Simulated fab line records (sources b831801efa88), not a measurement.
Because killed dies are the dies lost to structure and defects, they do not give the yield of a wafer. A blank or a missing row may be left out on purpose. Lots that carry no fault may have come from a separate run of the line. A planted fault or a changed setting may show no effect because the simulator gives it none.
Which tool did it? | flow sky130 | Sampling: 13 lots, 39 wafers, 3 of 708 route steps

## WHAT EACH GAUGE READ, for each wafer
SKY_CAP2M_THK_MEAS_04: measures by xrf.
lot  | measured     | on           | CAP2M_TIN_THK (nm)
L273 | day 39 23:10 | filmMetro-04 | 198.2 198.4 199.4
L275 | day 40 04:45 | filmMetro-02 | 201.4 203.9 202.5
L276 | day 40 13:01 | filmMetro-04 | 198.2 196.2 196.2
L277 | day 40 18:51 | filmMetro-03 | 200.6 199.9 202.7
L278 | day 41 00:14 | filmMetro-04 | 197.9 200.6 197.3
L279 | day 41 04:58 | filmMetro-03 | 198.0 200.9 202.6
L282 | day 42 03:59 | filmMetro-04 | 198.9 199.3 200.1
L286 | day 43 06:35 | filmMetro-04 | 198.6 199.8 199.7
L287 | day 43 23:08 | filmMetro-04 | 200.3 200.8 202.0
L288 | day 44 02:08 | filmMetro-03 | 201.8 201.0 202.1
L289 | day 44 12:24 | filmMetro-04 | 201.8 203.8 202.0
L291 | day 45 01:47 | filmMetro-04 | 203.5 202.1 203.5
L296 | day 46 05:21 | filmMetro-03 | 201.0 200.8 201.8

## WHAT TOOL EACH LOT RAN ON (gives the tool, then ch and the chambers of the sampled wafers, and finally the start)
lot  | SKY_METAL4_SPUTTER_02       | SKY_CAP2M_CVD_00
L273 | pvdSputter-03, day 39 22:43 | pecvd-04 ch 0,1,2, day 39 22:50
L275 | pvdSputter-04, day 40 04:19 | pecvd-04 ch 0,1,2, day 40 04:25
L276 | pvdSputter-03, day 40 12:36 | pecvd-01 ch 0,1,2, day 40 12:42
L277 | pvdSputter-04, day 40 18:26 | pecvd-01 ch 0,1, day 40 18:32
L278 | pvdSputter-02, day 40 23:49 | pecvd-04 ch 0,2, day 40 23:55
L279 | pvdSputter-04, day 41 04:31 | pecvd-02 ch 0,2, day 41 04:38
L282 | pvdSputter-02, day 42 03:34 | pecvd-02 ch 0,1,2, day 42 03:40
L286 | pvdSputter-02, day 43 06:08 | pecvd-04 ch 0,2, day 43 06:15
L287 | pvdSputter-04, day 43 22:42 | pecvd-04 ch 1,2, day 43 22:49
L288 | pvdSputter-04, day 44 01:43 | pecvd-02 ch 0,2, day 44 01:49
L289 | pvdSputter-04, day 44 11:59 | pecvd-01 ch 0,1,2, day 44 12:05
L291 | pvdSputter-02, day 45 01:22 | pecvd-02 ch 0,1,2, day 45 01:29
L296 | pvdSputter-04, day 46 04:56 | pecvd-04 ch 0,2, day 46 05:02
- SKY_METAL4_SPUTTER_02: material AlCu, target thk 735 nm, time 39.1 s.
- SKY_CAP2M_CVD_00: deposits SiO2, target thk 15.5 nm.

## WHAT THE TOOLS THEMSELVES READ (means of the sampled wafers that have a number; where no wafer has one, the mark that the record gives instead)
SKY_METAL4_SPUTTER_02.
lot  | tool          | throttleValvePct (%)
L273 | pvdSputter-03 | 29.1
L275 | pvdSputter-04 | 30.2
L276 | pvdSputter-03 | 30.8
L277 | pvdSputter-04 | 30.0
L278 | pvdSputter-02 | 29.9
L279 | pvdSputter-04 | 30.2
L282 | pvdSputter-02 | 29.6
L286 | pvdSputter-02 | 29.5
L287 | pvdSputter-04 | 30.1
L288 | pvdSputter-04 | 30.5
L289 | pvdSputter-04 | 30.2
L291 | pvdSputter-02 | 29.7
L296 | pvdSputter-04 | 30.4

SKY_CAP2M_CVD_00.
lot  | tool     | heaterPowerW (W)
L273 | pecvd-04 | 816
L275 | pecvd-04 | 806
L276 | pecvd-01 | 799
L277 | pecvd-01 | 732
L278 | pecvd-04 | 849
L279 | pecvd-02 | 620
L282 | pecvd-02 | 615
L286 | pecvd-04 | 729
L287 | pecvd-04 | 848
L288 | pecvd-02 | 552
L289 | pecvd-01 | 687
L291 | pecvd-02 | 677
L296 | pecvd-04 | 721

## THE ANSWER, worked out from the rows above alone
Rule: usual is defined by the lots themselves. The widest of any qualifying gaps counts: lots, ordered by their means at a reading, are off when they make up no more than a third of the lots, leave a main group of 4 or more, and stand apart from it by 3 or more times the standard deviation of that group's means. If all means in a main group match to the digits the tables above print for the reading, that group is not used. Also off: a lot with no number at a reading for which 4 or more lots have one. Where the step has rows for the other lots, those lots are counted as sound. After the gauges, taken in route order, come the tools' own readings; for these a lot's mean is taken, as printed above. At the first step where some lot is off, the reading lying furthest off is the one used; lots without a number count as furthest.
Across all readings shown, no lot is off: no conclusion can be drawn from this.

## WHAT THE SIMULATOR PUT IN
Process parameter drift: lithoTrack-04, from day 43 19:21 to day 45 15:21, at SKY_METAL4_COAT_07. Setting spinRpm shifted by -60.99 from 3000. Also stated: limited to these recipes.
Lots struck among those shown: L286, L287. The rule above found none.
